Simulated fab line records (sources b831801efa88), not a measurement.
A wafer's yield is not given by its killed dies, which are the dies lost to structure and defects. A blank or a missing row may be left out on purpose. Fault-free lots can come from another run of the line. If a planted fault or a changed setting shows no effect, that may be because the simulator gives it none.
Chamber matching :: flow sky130 :: cmp-01 running SKY_VIA3_CMP_02: 4 sister chambers
The step polishes SiO2. 4 wafers are shown with their chamber, then 7 later ones without.

WAFERS WITH THEIR CHAMBER
wafer: L918.3
chamber: 3
motor current A (A): 11.7

wafer: L918.5
chamber: 1
motor current A (A): 13.6

wafer: L917.2
chamber: 0
motor current A (A): 10.1

wafer: L917.5
chamber: 2
motor current A (A): 13.5

WAFERS WITH NO CHAMBER GIVEN
wafer: L917.6
motor current A (A): 11.2

wafer: L921.1
motor current A (A): 13.3

wafer: L921.5
motor current A (A): 12.7

wafer: L921.6
motor current A (A): 11.7

wafer: L923.1
motor current A (A): 11.4

wafer: L923.4
motor current A (A): 13.1

wafer: L923.6
motor current A (A): 12.5

CHAMBER TAKEN BY EACH
wafer: L917.6
from the rows above: can't be placed: 3 or 0
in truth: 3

wafer: L921.1
from the rows above: can't be placed: 2 or 1
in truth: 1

wafer: L921.5
from the rows above: can't be placed: 2 or 1 or 3
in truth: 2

wafer: L921.6
from the rows above: 3
in truth: 3

wafer: L923.1
from the rows above: can't be placed: 3 or 0
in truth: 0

wafer: L923.4
from the rows above: can't be placed: 2 or 1 or 3
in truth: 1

wafer: L923.6
from the rows above: can't be placed: 3 or 2 or 1
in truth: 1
Correct placement for 1 of the 7. From these rows, 6 cannot be placed; in 6 the true chamber is one of the candidates. 0 placed wrongly.
How it was worked out, from the rows above alone: a wafer's distance from a chamber is the root of the sum, over the readings, of the square of ((its reading less the chamber's mean) divided by the reading's scatter). If the next closest chamber is less than 2 further off than the closest, the wafer can't be placed; otherwise it belongs to the closest. For every chamber, the mean is computed from those of its wafers that are shown. The scatter (one wafer shown for each chamber): square how far every hidden wafer sits from the nearest shown wafer, average those squares and take the square root.
